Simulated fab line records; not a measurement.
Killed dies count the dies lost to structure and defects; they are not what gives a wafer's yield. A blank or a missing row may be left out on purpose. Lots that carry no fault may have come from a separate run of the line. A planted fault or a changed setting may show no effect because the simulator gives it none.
fab line records	flow sky130
[record] lots = 6	wafers = 18	lastDay = 50
route steps=708 shown VIA4@653 METAL5@661 PASSIVATION@681 PAD_OPEN@694
lots with no fault: from the same line, run without faults
startH: start of the lot's first displayed wafer, in hours after the record's first day	waitH: hours from the lot's prior step to this one	" same as the row above	L1.1+2: one row covering several wafers at once	- either no value or no given start	* or withheld: withheld	< > ~ a bound
route shown NAME@n: a module of which the file shows steps, and the number in the route of the first	usual: mean/standard deviation taken from wafers without a fault	same: alike in all rows	chamber/n: place in a boat	sites: the reading at each site	_std_site: standard deviation across them	_edge_site: the outer-site mean with the inner-site mean subtracted	radiusMm: how far each site lies from the wafer's centre	mask NAME#n: copy n	behind: the most recent tool/chamber to have shaped the wafer	hold: cause of the lot's hold/its duration in hours/its outcome	device: the transistor (n, p or np) that didn't switch	end of line: the tests these same wafers got at the end of their route	a step with no rows: only its recipe	killed: the dies lost at the first sort to structure and to defects; this is not the yield of the wafer	map: a wafer's dies, marking killed ones x, the rest . and places with no die _
set.NAME: the setting as run; set.NAME@STEP: as run at that earlier step	model.NAME: the simulator's own value behind a step, which no gauge read
certain route steps with their lots: each step a table, each wafer a row
services: the hour from which a tool's chamber was out of use, counted from the record's first day as startH (under 0 if before that day), plus the number of hours and why
[[steps]]
[step SKY_VIA4_STRIP_14]
[recipe] chemistry = postEtchResidueRemover	timeS = 1200	tempC = 72.5
[step SKY_VIA4_CLEAN_15]
[recipe] chemistry = IPA	timeS = 180	tempC = 25
[step SKY_VIA4_CLEAN_16]
[recipe] chemistry = O3/DIW	dry = n2Spin
[step SKY_VIA4_SPUTTER_17]
[recipe] material = TiN	targetThkNm = 20	chamberPressurePa = 5	powerW = 4000	timeS = 80
[usual] throttleValvePct = 30.0/1.5
[same] timeS = 80
lot.wafer	tool	chamber	startH	waitH	throttleValvePct
L704.1	pvdSputter-04	-	1024.59	0.0	26.6
L704.2	"	-	"	"	30.5
L704.6	"	-	"	"	30.3
L707.2	pvdSputter-02	-	1028.90	0.0	30.2
L707.5	"	-	"	"	29.9
L707.6	"	-	"	"	29.9
L713.2	pvdSputter-01	-	1079.52	0.0	29.4
L713.3	"	-	"	"	28.6
L713.5	"	-	"	"	30.7
L715.1	pvdSputter-04	-	1087.55	0.0	26.8
L715.3	"	-	"	"	30.8
L715.5	"	-	"	"	32.2
L720.2	pvdSputter-04	-	1119.10	0.0	30.5
L720.3	"	-	"	"	30.2
L720.4	"	-	"	"	32.1
L723.1	pvdSputter-01	-	1137.04	0.0	29.5
L723.3	"	-	"	"	30.5
L723.6	"	-	"	"	28.6
[step SKY_VIA4_CVD_18]
[recipe] material = W	targetThkNm = 505	timeS = 152.14	tempC = 400	pressureTorr = 40
[usual] heaterPowerW = 907/120
[same] timeS = 152.14
lot.wafer	tool	chamber	startH	waitH	heaterPowerW
L704.1	cvdW-01	0	1024.66	0.0	752
L704.2	"	1	"	"	988
L704.6	"	0	"	"	753
L707.2	cvdW-02	1	1028.96	0.0	1073
L707.5	"	0	"	"	849
L707.6	"	1	"	"	1068
L713.2	cvdW-02	1	1079.58	0.0	1030
L713.3	"	1	"	"	1039
L713.5	"	0	"	"	840
L715.1	cvdW-01	0	1087.61	0.0	767
L715.3	"	1	"	"	993
L715.5	"	1	"	"	989
L720.2	cvdW-01	1	1119.16	0.0	1018
L720.3	"	0	"	"	765
L720.4	"	1	"	"	1017
L723.1	cvdW-02	1	1137.10	0.0	1052
L723.3	"	1	"	"	1062
L723.6	"	0	"	"	842
[step SKY_VIA4_RS_MEAS_19]
[recipe] thkMeasGauge = four-point-probe	reads = W_of_VIA4_CVD_18+TiN_of_VIA4_SPUTTER_17
[usual] VIA4_W_RS = 0.225/0.0032
lot.wafer	tool	chamber	startH	waitH	VIA4_W_RS[ohm/sq]
L704.1	filmMetro-02	-	1024.81	0.1	0.225
L704.2	"	-	"	"	0.221
L704.6	"	-	"	"	0.225
L707.2	filmMetro-01	-	1029.13	0.1	0.227
L707.5	"	-	"	"	0.232
L707.6	"	-	"	"	0.229
L713.2	filmMetro-02	-	1079.75	0.1	0.227
L713.3	"	-	"	"	0.227
L713.5	"	-	"	"	0.233
L715.1	filmMetro-04	-	1087.76	0.1	0.226
L715.3	"	-	"	"	0.221
L715.5	"	-	"	"	0.222
L720.2	filmMetro-01	-	1119.33	0.1	0.222
L720.3	"	-	"	"	0.227
L720.4	"	-	"	"	0.223
L723.1	filmMetro-01	-	1137.25	0.1	0.226
L723.3	"	-	"	"	0.227
L723.6	"	-	"	"	0.230
[step SKY_VIA4_THK_MEAS_20]
[recipe] thkMeasGauge = xrf	reads = W_of_VIA4_CVD_18
[usual] VIA4_W_THK = 515/8.3
lot.wafer	tool	chamber	startH	waitH	VIA4_W_THK[nm]
L704.1	filmMetro-02	-	1024.93	0.1	513
L704.2	"	-	"	"	523
L704.6	"	-	"	"	515
L707.2	filmMetro-01	-	1029.24	0.1	507
L707.5	"	-	"	"	490
L707.6	"	-	"	"	503
L713.2	filmMetro-02	-	1079.86	0.1	511
L713.3	"	-	"	"	506
L713.5	"	-	"	"	496
L715.1	filmMetro-04	-	1087.88	0.1	514
L715.3	"	-	"	"	527
L715.5	"	-	"	"	524
L720.2	filmMetro-01	-	1119.44	0.1	522
L720.3	"	-	"	"	507
L720.4	"	-	"	"	520
L723.1	filmMetro-01	-	1137.37	0.1	506
L723.3	"	-	"	"	508
L723.6	"	-	"	"	499
[step SKY_VIA4_CMP_21]
[recipe] stopOn = SiO2	tOverpolishS = 25	downForcePsi = 3.5	platenRpm = 60	targetThkNm = 0	padVelocityMS = 0.94248
[step SKY_METAL5_SPUTTER_00]
[recipe] material = Ti	targetThkNm = 15	powerW = 3000	timeS = 10	chamberPressurePa = 0.4
[usual] throttleValvePct = 29.8/1.1
[same] timeS = 10
lot.wafer	tool	chamber	startH	waitH	throttleValvePct
L704.1	pvdSputter-02	-	1025.29	0.2	30.2
L704.2	"	-	"	"	28.1
L704.6	"	-	"	"	31.7
L707.2	pvdSputter-03	-	1029.59	0.2	29.3
L707.5	"	-	"	"	29.1
L707.6	"	-	"	"	29.3
L713.2	pvdSputter-02	-	1080.21	0.2	31.4
L713.3	"	-	"	"	30.0
L713.5	"	-	"	"	27.8
L715.1	pvdSputter-02	-	1088.73	0.2	31.5
L715.3	"	-	"	"	30.0
L715.5	"	-	"	"	30.3
L720.2	pvdSputter-03	-	1119.79	0.2	30.9
L720.3	"	-	"	"	29.1
L720.4	"	-	"	"	31.2
L723.1	pvdSputter-01	-	1137.73	0.1	30.6
L723.3	"	-	"	"	28.7
L723.6	"	-	"	"	29.5
[step SKY_METAL5_SPUTTER_01]
[recipe] material = TiN	targetThkNm = 20	powerW = 6500	timeS = 16.7	chamberPressurePa = 0.4
[step SKY_METAL5_SPUTTER_02]
[recipe] material = AlCu	targetThkNm = 1150	powerW = 10600	timeS = 61.2	chamberPressurePa = 0.4
[step SKY_METAL5_SPUTTER_03]
[recipe] material = Ti	targetThkNm = 5	powerW = 3000	timeS = 3.3	chamberPressurePa = 0.4
[step SKY_METAL5_SPUTTER_04]
[recipe] material = TiN	targetThkNm = 70	powerW = 6500	timeS = 58.3	chamberPressurePa = 0.4
[usual] throttleValvePct = 29.8/1.1
[same] timeS = 58.3
lot.wafer	tool	chamber	startH	waitH	throttleValvePct
L704.1	pvdSputter-02	-	1025.40	0.0	30.1
L704.2	"	-	"	"	28.0
L704.6	"	-	"	"	31.4
L707.2	pvdSputter-03	-	1029.71	0.0	29.2
L707.5	"	-	"	"	29.2
L707.6	"	-	"	"	29.0
L713.2	pvdSputter-02	-	1080.33	0.0	31.6
L713.3	"	-	"	"	30.0
L713.5	"	-	"	"	28.1
L715.1	pvdSputter-02	-	1088.85	0.0	31.8
L715.3	"	-	"	"	30.2
L715.5	"	-	"	"	30.3
L720.2	pvdSputter-03	-	1119.91	0.0	31.2
L720.3	"	-	"	"	29.2
L720.4	"	-	"	"	31.1
L723.1	pvdSputter-01	-	1137.85	0.0	30.6
L723.3	"	-	"	"	28.5
L723.6	"	-	"	"	29.2
[step SKY_METAL5_RS_MEAS_05]
[recipe] thkMeasGauge = four-point-probe	reads = TiN_of_METAL5_SPUTTER_04+Ti_of_METAL5_SPUTTER_03+AlCu_of_METAL5_SPUTTER_02+TiN_of_METAL5_SPUTTER_01+Ti_of_METAL5_SPUTTER_00
[usual] METAL5_ALCU_RS = 0.0269/0.00033
lot.wafer	tool	chamber	startH	waitH	METAL5_ALCU_RS[ohm/sq]
L704.1	filmMetro-03	-	1025.45	0.0	0.0271
L704.2	"	-	"	"	0.0268
L704.6	"	-	"	"	0.0269
L707.2	filmMetro-02	-	1029.78	0.0	0.0276
L707.5	"	-	"	"	0.0276
L707.6	"	-	"	"	0.0271
L713.2	filmMetro-04	-	1080.39	0.0	0.0270
L713.3	"	-	"	"	0.0265
L713.5	"	-	"	"	0.0270
L715.1	filmMetro-04	-	1088.90	0.0	0.0273
L715.3	"	-	"	"	0.0269
L715.5	"	-	"	"	0.0268
L720.2	filmMetro-02	-	1119.98	0.0	0.0270
L720.3	"	-	"	"	0.0272
L720.4	"	-	"	"	0.0268
L723.1	filmMetro-03	-	1137.90	0.0	0.0267
L723.3	"	-	"	"	0.0269
L723.6	"	-	"	"	0.0270
[step SKY_METAL5_THK_MEAS_06]
[recipe] thkMeasGauge = xrf	reads = AlCu_of_METAL5_SPUTTER_02
[usual] METAL5_ALCU_THK = 1151/16
lot.wafer	tool	chamber	startH	waitH	METAL5_ALCU_THK[nm]
L704.1	filmMetro-03	-	1025.57	0.1	1150
L704.2	"	-	"	"	1157
L704.6	"	-	"	"	1155
L707.2	filmMetro-02	-	1029.89	0.1	1127
L707.5	"	-	"	"	1121
L707.6	"	-	"	"	1146
L713.2	filmMetro-04	-	1080.50	0.1	1154
L713.3	"	-	"	"	1171
L713.5	"	-	"	"	1140
L715.1	filmMetro-04	-	1089.02	0.1	1138
L715.3	"	-	"	"	1147
L715.5	"	-	"	"	1154
L720.2	filmMetro-02	-	1120.09	0.1	1155
L720.3	"	-	"	"	1142
L720.4	"	-	"	"	1167
L723.1	filmMetro-03	-	1138.02	0.1	1162
L723.3	"	-	"	"	1153
L723.6	"	-	"	"	1146
[step SKY_METAL5_DEHYDRATE_07]
[recipe] tempC = 200	timeS = 60
[step SKY_METAL5_HMDS_08]
[recipe] primeTimeS = 60	primeTempC = 120
[step SKY_METAL5_COAT_09]
[recipe] resist = NOVOLAK	spinRpm = 3000	resistThkNm = 1800
[step SKY_METAL5_SOFTBAKE_10]
[recipe] tempC = 90	timeS = 60	resist = NOVOLAK
[step SKY_METAL5_EXPOSE_11]
[recipe] maskId = MM5	na = 0.6	sourceShape = conventional	sigmaOuter = 0.6	polarization = unpolarized	targetCdNm = 1600	doseMj = 190
[step SKY_METAL5_PEB_12]
[recipe] tempC = withheld	timeS = *	resist = NOVOLAK
[step SKY_METAL5_DEVELOP_13]
[recipe] resist = NOVOLAK	developer = TMAH	developTimeS = 60	devTempC = 23
[step SKY_METAL5_DESCUM_14]
[recipe] chemistry = O2	sourcePowerW = 150	biasPowerW = 0	pressureMtorr = 10	tempC = 40	timeS = 11
[usual] chamberPressureMTorr = 9.999/0.0085	drypumpMotorCurrentA = 6.0/0.58	oesProductAu = 0.998/0.011
[same] timeS = 11
lot.wafer	tool	chamber	startH	waitH	chamberPressureMTorr	drypumpMotorCurrentA	oesProductAu	rfHoursCounterH
L704.1	rieMetal-04	0	1048.26	0.1	9.994	6.3	1.013	21
L704.2	"	1	"	"	9.999	5.0	1.001	8
L704.6	"	0	"	"	10.004	6.3	1.015	-
L707.2	rieMetal-02	1	1051.61	0.1	10.009	6.4	1.002	8
L707.5	"	0	"	"	9.987	6.8	0.997	-
L707.6	"	1	"	"	9.995	6.3	1.007	-
L713.2	rieMetal-04	1	1101.02	0.1	10.017	5.0	0.985	-
L713.3	"	1	"	"	9.998	5.1	0.997	-
L713.5	"	1	"	"	10.001	5.1	0.986	-
L715.1	rieMetal-03	0	1108.86	0.1	9.999	6.1	0.982	25
L715.3	"	0	"	"	10.017	6.1	0.979	-
L715.5	"	1	"	"	9.996	5.8	0.974	-
L720.2	rieMetal-03	1	1139.15	0.1	9.995	5.8	0.986	13
L720.3	"	0	"	"	10.009	6.1	1.002	-
L720.4	"	1	"	"	10.011	5.8	0.987	-
L723.1	rieMetal-04	0	1155.84	0.1	9.975	6.3	1.016	3
L723.3	"	1	"	"	9.995	5.0	0.989	-
L723.6	"	0	"	"	9.994	6.3	1.024	-
[step SKY_METAL5_METAL_ETCH_15]
[recipe] targetDepthA = 12600	stopOn = SiO2	overEtchFrac = 0.2	timeS = 252	chemistry = Cl2/BCl3	resistSidewallDeg = 86	pressureMtorr = 10	icpW = 900	biasW = 48.5	Cl2_flow_sccm = 60	bcl3FlowSccm = 30
[step SKY_METAL5_STRIP_16]
[recipe] chemistry = O2/N2	powerW = 1400	pressureMtorr = 1500	platenTempC = withheld	o2FlowSccm = 3000	n2FlowSccm = 300	overashFraction = 0.5
[step SKY_METAL5_STRIP_17]
[recipe] chemistry = postEtchResidueRemover	timeS = 1200	tempC = 72.5
[step SKY_METAL5_CLEAN_18]
[recipe] chemistry = IPA	timeS = 180	tempC = 25
[step SKY_METAL5_CLEAN_19]
[recipe] chemistry = O3/DIW	dry = n2Spin
[step SKY_PASSIVATION_CVD_00]
[recipe] material = SiO2	targetThkNm = 90	tempC = 400	timeS = withheld	rfW = 600
[step SKY_PASSIVATION_THK_MEAS_01]
[recipe] reads = SiO2_of_PASSIVATION_CVD_00
[usual] PASSIVATION_CVD_00_THK = 90.1/1.2
lot.wafer	tool	chamber	startH	waitH	PASSIVATION_CVD_00_THK[nm]
L704.1	filmMetro-01	-	1049.20	-	89.2
L704.2	"	-	"	"	88.2
L704.6	"	-	"	"	88.2
L707.2	filmMetro-04	-	1052.56	-	89.2
L707.5	"	-	"	"	91.6
L707.6	"	-	"	"	91.0
L713.2	filmMetro-03	-	1102.27	-	88.2
L713.3	"	-	"	"	88.6
L713.5	"	-	"	"	90.5
L715.1	filmMetro-04	-	1110.93	-	89.9
L715.3	"	-	"	"	91.4
L715.5	"	-	"	"	93.4
L720.2	filmMetro-04	-	1140.12	-	89.3
L720.3	"	-	"	"	88.1
L720.4	"	-	"	"	90.3
L723.1	filmMetro-03	-	1156.72	-	90.7
L723.3	"	-	"	"	89.7
L723.6	"	-	"	"	91.3
[step SKY_PASSIVATION_CVD_02]
[recipe] material = Si3N4	targetThkNm = 540	tempC = 400	timeS = withheld	rfW = 450
[step SKY_PASSIVATION_THK_MEAS_03]
[recipe] reads = Si3N4_of_PASSIVATION_CVD_02
[usual] PASSIVATION_CVD_02_THK = 540/6.9
lot.wafer	tool	chamber	startH	waitH	PASSIVATION_CVD_02_THK[nm]
L704.1	filmMetro-04	-	1049.60	-	528
L704.2	"	-	"	"	528
L704.6	"	-	"	"	542
L707.2	filmMetro-04	-	1052.96	-	530
L707.5	"	-	"	"	543
L707.6	"	-	"	"	546
L713.2	filmMetro-03	-	1102.55	-	544
L713.3	"	-	"	"	533
L713.5	"	-	"	"	553
L715.1	filmMetro-01	-	1111.21	-	532
L715.3	"	-	"	"	523
L715.5	"	-	"	"	532
L720.2	filmMetro-01	-	1140.40	-	539
L720.3	"	-	"	"	547
L720.4	"	-	"	"	541
L723.1	filmMetro-01	-	1157.01	-	532
L723.3	"	-	"	"	530
L723.6	"	-	"	"	543
[step SKY_PASSIVATION_DEHYDRATE_04]
[recipe] tempC = 200	timeS = 60
[step SKY_PASSIVATION_HMDS_05]
[recipe] primeTimeS = 60	primeTempC = 120
[step SKY_PASSIVATION_COAT_06]
[recipe] spinRpm = 2000	resistThkNm = 3000
[step SKY_PASSIVATION_SOFTBAKE_07]
[recipe] tempC = 110	timeS = withheld
[step SKY_PASSIVATION_EXPOSE_08]
[recipe] maskId = NSM	targetCdNm = 3000	na = 0.57	doseMj = 260
[step SKY_PASSIVATION_PEB_09]
[recipe] tempC = 115	timeS = withheld
[step SKY_PASSIVATION_DEVELOP_10]
[recipe] developTimeS = 60	devTempC = 23
[step SKY_PASSIVATION_ETCH_11]
[recipe] chemistry = CF4/O2	targetDepthNm = 725	stopOn = AlCu	sourceW = 800	biasW = 150	pressureMtorr = 150	cf4FlowSccm = 80	O2_flow_sccm = 10	timeS = 161.1
[step SKY_PASSIVATION_STRIP_12]
[recipe] chemistry = O2/N2	powerW = 1400	pressureMtorr = 1500	platenTempC = withheld	overashFraction = 0.7	o2FlowSccm = 3000	n2FlowSccm = 300
[usual] chamberPressureMTorr = 1500.2/1.4	drypumpMotorCurrentA = 5.84/0.29	oesProductAu = 0.661/0.0045	stripTimeToEndpointS = 31.49/0.14
lot.wafer	tool	chamber	startH	waitH	chamberPressureMTorr	drypumpMotorCurrentA	oesProductAu	rfHoursCounterH	stripTimeToEndpointS
L704.1	plasmaAsher-02	0	1072.17	0.1	1500.8	5.83	0.660	94	31.27
L704.2	"	1	"	"	1503.2	5.70	0.659	94	31.32
L704.6	"	0	"	"	1498.2	5.86	0.660	-	31.53
L707.2	plasmaAsher-01	1	1074.79	0.1	1499.2	6.24	0.660	66	31.32
L707.5	"	0	"	"	1501.3	5.91	0.655	-	31.31
L707.6	"	1	"	"	1498.9	6.25	0.660	-	31.55
L713.2	plasmaAsher-02	0	1122.00	0.1	1500.1	5.80	0.668	99	31.48
L713.3	"	0	"	"	1500.7	5.81	0.660	-	31.54
L713.5	"	0	"	"	1500.8	5.85	0.660	-	31.52
L715.1	plasmaAsher-03	0	1131.07	0.1	1501.7	6.06	0.663	38	31.45
L715.3	"	1	"	"	1500.5	5.33	0.661	-	31.59
L715.5	"	0	"	"	1498.8	6.09	0.649	-	31.26
L720.2	plasmaAsher-03	1	1158.34	0.1	1499.4	5.32	0.657	40	31.57
L720.3	"	0	"	"	1499.5	6.08	0.660	-	31.57
L720.4	"	1	"	"	1500.4	5.30	0.656	-	31.46
L723.1	plasmaAsher-03	1	1174.27	0.1	1500.4	5.33	0.661	42	31.69
L723.3	"	0	"	"	1499.1	6.08	0.664	-	31.57
L723.6	"	0	"	"	1498.1	6.09	0.663	-	31.57
[step SKY_PAD_OPEN_DEHYDRATE_00]
[recipe] tempC = 200	timeS = 60
[step SKY_PAD_OPEN_PROBE_99]
[usual] defectLimitedYield = 82.3/2	killed_at_M0_to_M3 = 43/7.3	killed_at_M4_up = 3.1/1.7	killedAtContacts = 25/5.3	killedAtFrontEnd = 15/4.3	killedAtOther = 0.2/0.54	killedDies = 87/10	killedOpen = 48/7.6	killedShort = 38/6.1	sort_bin_3_pad_short = 0.9/0.42	sort_bin_5_function = 10.5/1.5	sort_bin_6_memory = 6.3/1.2	sortNPass = 405/10	sortYieldPct = 82.3/2
[same] grossDies = 492	killedAtBackSide = 0	sort_bin_4_leakage[%] = 0	sort_bin_8_speed[%] = 0
lot.wafer	tool	chamber	startH	waitH	defectLimitedYield[%]	killed_at_M0_to_M3	killed_at_M4_up	killedAtContacts	killedAtFrontEnd	killedAtOther	killedDies	killedOpen	killedShort	sort_bin_3_pad_short[%]	sort_bin_5_function[%]	sort_bin_6_memory[%]	sortNPass	sortYieldPct[%]	model.etest.tester.sortNPass	model.etest.tester.sortYieldPct	model.etest.tester.sort_bin_5_pct	model.etest.tester.sort_bin_3_pct
L704.1	prober-02	-	1096.51	0.1	85.2	32	1	33	7	0	73	41	32	0.8	8.9	5.1	419	85.2	419	85.16	8.943	0.813
L704.2	prober-02	-	1096.56	0.1	84.8	39	4	18	14	0	75	40	35	1.2	8.7	5.3	417	84.8	417	84.76	8.74	1.22
L704.6	prober-02	-	1096.76	0.2	81.1	35	6	30	22	0	93	49	44	1.2	10.6	7.1	399	81.1	399	81.1	10.57	1.22
L707.2	prober-01	-	1098.33	0.1	81.9	40	4	27	18	0	89	44	45	1.6	9.1	7.3	403	81.9	403	81.91	9.146	1.626
L707.5	prober-01	-	1098.48	0.2	80.3	45	6	29	17	0	97	55	42	0.4	11.4	7.9	395	80.3	395	80.28	11.38	0.4065
L707.6	prober-01	-	1098.53	0.2	85.6	30	4	22	15	0	71	35	36	1.4	7.7	5.3	421	85.6	421	85.57	7.724	1.423
L713.2	prober-02	-	1143.69	0.1	84.6	39	5	22	10	0	76	42	34	1.0	8.5	5.9	416	84.6	416	84.55	8.537	1.016
L713.3	prober-02	-	1143.74	0.2	73.0	41	62	21	9	0	133	35	40	4.3	16.1	6.7	359	73.0	359	72.97	16.06	4.268
L713.5	prober-02	-	1143.84	0.2	83.9	30	2	34	13	0	79	43	36	0.8	10.8	4.5	413	83.9	413	83.94	10.77	0.813
L715.1	prober-01	-	1151.84	0.1	84.1	40	1	20	16	1	78	44	33	0.8	9.1	5.9	414	84.1	414	84.15	9.146	0.813
L715.3	prober-01	-	1151.94	0.2	71.7	37	63	23	16	0	139	45	35	2.6	18.9	6.7	353	71.7	353	71.75	18.9	2.642
L715.5	prober-01	-	1152.04	0.2	68.9	42	66	26	19	0	153	47	46	3.7	18.7	8.7	339	68.9	339	68.9	18.7	3.659
L720.2	prober-02	-	1177.68	0.1	81.9	45	5	28	10	1	89	45	44	0.4	10.2	7.5	403	81.9	403	81.91	10.16	0.4065
L720.3	prober-02	-	1177.73	0.2	81.1	45	3	24	20	1	93	50	43	0.6	11.4	6.9	399	81.1	399	81.1	11.38	0.6098
L720.4	prober-02	-	1177.78	0.2	82.3	41	4	27	14	1	87	47	40	0.8	10.6	6.3	405	82.3	405	82.32	10.57	0.813
L723.1	prober-01	-	1192.91	0.1	81.1	43	4	31	15	0	93	58	34	1.2	12.4	5.3	399	81.1	399	81.1	12.4	1.22
L723.3	prober-01	-	1193.01	0.2	82.7	46	5	22	12	0	85	47	38	1.2	12.0	4.1	407	82.7	407	82.72	11.99	1.22
L723.6	prober-01	-	1193.16	0.2	84.3	37	1	29	10	0	77	41	36	1.0	8.7	5.9	415	84.3	415	84.35	8.74	1.016
// killed by level:class
L704.1 CONTACT:geometricParticle:open=13 VIA2:geometricParticle:open=7 METAL1:geometricParticle:short=6 LI_CONTACT:geometricParticle:short=5 LI_CONTACT:geometricParticle:open=5 LOCAL_INTERCONNECT:geometricParticle:short=5 CONTACT:geometricParticle:short=5 VIA3:geometricParticle:open=5
L704.2 METAL1:geometricParticle:short=8 CONTACT:geometricParticle:open=7 VIA3:geometricParticle:open=6 METAL2:geometricParticle:short=6 VIA2:geometricParticle:open=6 LI_CONTACT:geometricParticle:open=5 FIELD_ISO:geometricParticle:short=4 POLY_GATE:geometricParticle:open=4
L704.6 LI_CONTACT:geometricParticle:open=10 VIA1:geometricParticle:open=10 CONTACT:geometricParticle:open=8 CONTACT:geometricParticle:short=7 METAL4:geometricParticle:short=6 POLY_GATE:geometricParticle:short=5 METAL2:geometricParticle:short=5 VIA3:geometricParticle:open=5
L707.2 CONTACT:geometricParticle:open=14 VIA1:geometricParticle:open=11 METAL2:geometricParticle:short=11 FIELD_ISO:geometricParticle:short=6 LI_CONTACT:geometricParticle:open=5 VIA2:geometricParticle:open=5 POLY_GATE:geometricParticle:short=4 VIA1:geometricParticle:short=3
L707.5 VIA1:geometricParticle:open=11 CONTACT:geometricParticle:open=10 VIA3:geometricParticle:open=9 LI_CONTACT:geometricParticle:open=7 CONTACT:geometricParticle:short=5 FIELD_ISO:geometricParticle:short=4 FIELD_ISO:geometricParticle:open=4 VIA1:geometricParticle:short=4
L707.6 CONTACT:geometricParticle:open=8 VIA2:geometricParticle:open=7 VIA1:geometricParticle:open=6 METAL2:geometricParticle:short=5 CONTACT:geometricParticle:short=5 FIELD_ISO:geometricParticle:short=4 LI_CONTACT:geometricParticle:open=4 LOCAL_INTERCONNECT:geometricParticle:short=4
L713.2 CONTACT:geometricParticle:open=9 METAL1:geometricParticle:short=9 VIA1:geometricParticle:open=7 METAL2:geometricParticle:short=5 CONTACT:geometricParticle:short=5 VIA2:geometricParticle:open=5 VIA3:geometricParticle:open=5 LI_CONTACT:geometricParticle:open=4
L713.3 METAL5:unspecified=58 CONTACT:geometricParticle:open=9 METAL1:geometricParticle:short=8 VIA1:geometricParticle:open=6 VIA2:geometricParticle:short=6 VIA2:geometricParticle:open=5 VIA3:geometricParticle:open=5 LOCAL_INTERCONNECT:geometricParticle:short=4
L713.5 LI_CONTACT:geometricParticle:open=12 CONTACT:geometricParticle:open=10 VIA1:geometricParticle:open=7 FIELD_ISO:geometricParticle:short=5 VIA3:geometricParticle:open=5 CONTACT:geometricParticle:short=5 FIELD_ISO:geometricParticle:open=4 LOCAL_INTERCONNECT:geometricParticle:short=4
L715.1 CONTACT:geometricParticle:open=8 VIA1:geometricParticle:open=8 CONTACT:geometricParticle:short=6 VIA2:geometricParticle:open=6 FIELD_ISO:geometricParticle:open=5 VIA1:geometricParticle:short=5 METAL2:geometricParticle:short=5 VIA3:geometricParticle:open=5
L715.3 METAL5:unspecified=59 VIA2:geometricParticle:open=8 LI_CONTACT:geometricParticle:open=8 CONTACT:geometricParticle:open=8 CONTACT:geometricParticle:short=6 VIA1:geometricParticle:open=6 POLY_GATE:geometricParticle:open=5 VIA2:geometricParticle:short=5
L715.5 METAL5:unspecified=60 LI_CONTACT:geometricParticle:open=9 VIA1:geometricParticle:open=8 VIA2:geometricParticle:open=7 VIA3:geometricParticle:open=7 CONTACT:geometricParticle:open=6 CONTACT:geometricParticle:short=6 FIELD_ISO:geometricParticle:short=5
L720.2 VIA1:geometricParticle:open=10 CONTACT:geometricParticle:open=9 LI_CONTACT:geometricParticle:open=8 VIA1:geometricParticle:short=8 VIA2:geometricParticle:open=6 METAL4:geometricParticle:short=5 METAL2:geometricParticle:short=5 VIA3:geometricParticle:open=5
L720.3 VIA2:geometricParticle:open=9 VIA1:geometricParticle:open=7 CONTACT:geometricParticle:open=7 FIELD_ISO:geometricParticle:short=6 FIELD_ISO:geometricParticle:open=5 VIA3:geometricParticle:open=5 CONTACT:geometricParticle:short=5 METAL2:geometricParticle:open=5
L720.4 VIA1:geometricParticle:open=11 LI_CONTACT:geometricParticle:open=9 LOCAL_INTERCONNECT:geometricParticle:short=6 CONTACT:geometricParticle:open=6 VIA1:geometricParticle:short=6 VIA3:geometricParticle:open=6 FIELD_ISO:geometricParticle:short=4 POLY_GATE:geometricParticle:open=4
L723.1 CONTACT:geometricParticle:open=12 VIA1:geometricParticle:open=11 LI_CONTACT:geometricParticle:open=11 VIA2:geometricParticle:open=7 METAL1:geometricParticle:short=6 POLY_GATE:geometricParticle:open=5 METAL3:geometricParticle:short=5 VIA3:geometricParticle:open=5
L723.3 VIA1:geometricParticle:open=10 CONTACT:geometricParticle:open=8 LI_CONTACT:geometricParticle:open=7 METAL3:geometricParticle:short=6 VIA3:geometricParticle:open=5 POLY_GATE:geometricParticle:open=4 VIA2:geometricParticle:open=4 METAL1:geometricParticle:short=4
L723.6 CONTACT:geometricParticle:open=15 METAL1:geometricParticle:short=7 METAL2:geometricParticle:short=7 VIA1:geometricParticle:open=6 FIELD_ISO:geometricParticle:open=4 LI_CONTACT:geometricParticle:open=4 CONTACT:geometricParticle:short=4 VIA1:geometricParticle:short=4
// map L713.3 (x killed, . not)
__________x......x.._________
________.....x........_______
______..x...x..........._____
_____.xx...........x.....____
____.x........x..x.x..x...___
___.x..x...x...x.x.........__
__......x..x..........x..x.._
_.x.x.x.x.xxxx..........x....
_...x...........x..x...x.....
_....x..x...........x.......x
_.x....x.x..........xx..x...x
_....x...x......x............
_.......x.x...xxx..x..x......
_...x......xxxxxxxxxx......x.
_.x......xx.xxxxxxxxx......x.
__...........xxxxxxxxxx....._
___.....x..xx.xxxxxxxxx....__
____.........xxxxxxxxx.x..___
_____....x..xx.xxxx.x...x____
______x....x...xxxxx...x_____
________...x.x......x._______
__________.........._________
// map L715.5 (x killed, . not)
__________x.xxx....._________
________.....x.......x_______
______..x....x.x....x..._____
_____x.......x...x.......____
____x.....x........x......___
___.......x...x..x.........__
__.........x.....xx....x...x_
_xxx.x....x...x..xx.x.x......
_.x......x..x..............x.
_x..x.xx..x............x.xx..
_x.....x...x...x.............
_....x......x..x......x.xxx..
_........x.x...xx..xx.x......
_xx..xx..x.x..xxxxx..........
_x......x.xxxxxxxxxxx.x......
__.x..x....xxxxxxxxxxxx.x..._
___x.....x...xxxxxxxxxxx...__
____.x......xxxxxxxxxxx.xx___
_____......x.xxxxxxxx.x.x____
______..x.x.x...x.x....._____
________.x........xx.._______
__________x...x....x_________
[[services]]
tool	chamber	startH	hours	kind
pvdSputter-02	-	1022.00	0.6	repair
rieMetal-04	-	1036.59	3.5	repair
pvdSputter-01	-	1043.85	1.1	repair
pvdSputter-02	-	1054.16	2.2	repair
pvdSputter-04	-	1066.63	2.3	repair
cvdW-01	1	1090.69	8.8	repair
rieMetal-04	0	1098.72	-	clean
rieMetal-04	0	1098.72	22.1	scheduledDown
rieMetal-04	0	1098.72	22.1	ventCycle
rieMetal-02	-	1110.96	1.4	pm
pvdSputter-01	-	1116.87	12.1	repair
rieMetal-03	0	1120.03	-	clean
rieMetal-03	0	1120.03	-	consumableReplace:focusRing
rieMetal-03	0	1120.03	16.3	scheduledDown
rieMetal-03	0	1120.03	16.3	ventCycle
plasmaAsher-01	-	1160.74	1.7	repair
pvdSputter-01	-	1161.37	6.0	repair
[[key]]
[firstSign] step = SKY_PAD_OPEN_PROBE_99	reading = killed_at_M4_up	direction = up	sigmas = 35	usual = 3.1	struck = 63.7
[effect] step = SKY_PAD_OPEN_PROBE_99	reading = sort_bin_3_pad_short	direction = up	sigmas = 6.3	usual = 0.9	struck = 3.5
[modelEffect] step = SKY_PAD_OPEN_PROBE_99	value = etest.tester.sortNPass	without = 402.3	struck = 350.3
metAt SKY_METAL5_SPUTTER_04
struckWafers L713.3,L715.3,L715.5
[fault] kind = chamberParticleSource	tool = pvdSputter-02	chamber = -	onsetH = 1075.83	steps = SKY_METAL5_SPUTTER_04	ratePerVisitCm2 = 1.2073	endH = 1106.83	scope = struckWafersOnly
